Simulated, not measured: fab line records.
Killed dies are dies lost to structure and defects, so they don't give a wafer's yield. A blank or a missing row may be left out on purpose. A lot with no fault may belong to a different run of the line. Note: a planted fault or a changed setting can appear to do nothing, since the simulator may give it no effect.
8D (eight disciplines) problem report, filled in by code	flow sky130	the parts of the form that need people (team, actions taken, sign-off) are left out

1. THE ISSUE
Wafers with no fault read 70.6 s with a standard deviation of 0.42, whereas run length s at SKY_POLY_CUT_ETCH_11 reads a mean of 81.1 s on 1 wafer of 1 lot. That is +25 standard deviations from the usual mean.
The step: etches Si3N4 in CF4/CH2F2/Ar, stops on poly-Si, time 42.5 s, target depth 60 nm.
The first sign was on wafer L400.2 at day 31 00:35, on rie diel-03. At this step, 15 wafers from 5 lots have a number in the record. Rule for "out", or "out of limits": more than 4 standard deviations from the usual mean. The other wafers with a number count as sound.

2. WHAT THIS IS AND IS NOT
question	is	is not
which readings at this step	run length s, oes product au	drypump motor current A, throttle valve pct
which lots	L400	L386, L388, L390, L403
which wafers of those lots	L400.2	L400.3, L400.5
read on which tools	rie diel-03	rie diel-01, rie diel-04
when	from day 31 00:35	up to then (11 sound wafers); but 3 sound wafers of L403 came after

3. WHAT RULES OUT EACH SUSPECT
Counting: a tool at a process step up to the reading stays a suspect if it ran every lot that is out. Sound lots after the first of them don't rule it out here, since some wafers of a struck lot are sound.
- rie diel-04 at SKY_SPACER_ETCHBACK_02 (etches Si3N4 in CH3F/O2, stops on SiO2, time 46.7 s, target depth 45 nm): kept. L400, the lot that is out, went through it at day 29 20:35; up to then, the latest sound lot through it was L386 at day 25 08:50.
- rie diel-03 at SKY_POLY_CUT_ETCH_10 (etches BARC in N2/H2, stops on SiO2, time 45.9 s, target depth 60 nm): kept. L400, the lot that is out, went through it at day 31 00:32; up to then, the latest sound lot through it was L388 at day 26 23:44.
- rie diel-03 at SKY_POLY_CUT_ETCH_11 (etches Si3N4 in CF4/CH2F2/Ar, stops on poly-Si, time 42.5 s, target depth 60 nm): kept. L400, the lot that is out, went through it at day 31 00:35; up to then, the latest sound lot through it was L388 at day 26 23:47. Its own readings are out on those wafers: oes product au, run length s.
- Within rie diel-03 at SKY_POLY_CUT_ETCH_10: the wafers that are out ran in chamber 1; their sound lot-mates ran in chambers 0, 2.
- Within rie diel-03 at SKY_POLY_CUT_ETCH_11: the wafers that are out ran in chamber 1; their sound lot-mates ran in chambers 0, 2.
Left after counting: rie diel-04 at SKY_SPACER_ETCHBACK_02, rie diel-03 at SKY_POLY_CUT_ETCH_10, rie diel-03 at SKY_POLY_CUT_ETCH_11.

4. THE CAUSE (what the simulator had put in)
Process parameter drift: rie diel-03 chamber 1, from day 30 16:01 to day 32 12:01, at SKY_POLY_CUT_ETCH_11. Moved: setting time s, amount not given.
3 suspects survive the count, and this tool is in that group.

5. THE CHAIN OF EFFECTS, in route order
Each row: a reading whose mean over the struck wafers that have a number lies more than 3 standard deviations from the usual. Only readings for which the record gives a usual standard deviation are gone through. hours: the time from each lot's start at the first step in this table that gives one to its start at this step, as a median over the lots. sigmas: the change in usual standard deviations.
hours	step	reading	usual	on struck wafers	change	sigmas
0	SKY_POLY_CUT_ETCH_11	oes product au	0.829 a.u.	0.737	-0.092	-15
0	SKY_POLY_CUT_ETCH_11	run length s	70.6 s	81.1	+10.5	+25
Process steps it contains:
- SKY_POLY_CUT_ETCH_11: etches Si3N4 in CF4/CH2F2/Ar, stops on poly-Si, time 42.5 s, target depth 60 nm.

6. HOW IT WOULD HAVE BEEN CAUGHT EARLIER
In this record no reading fell out of limits until day 31 00:35, 9 hours after the fault had begun at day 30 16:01.
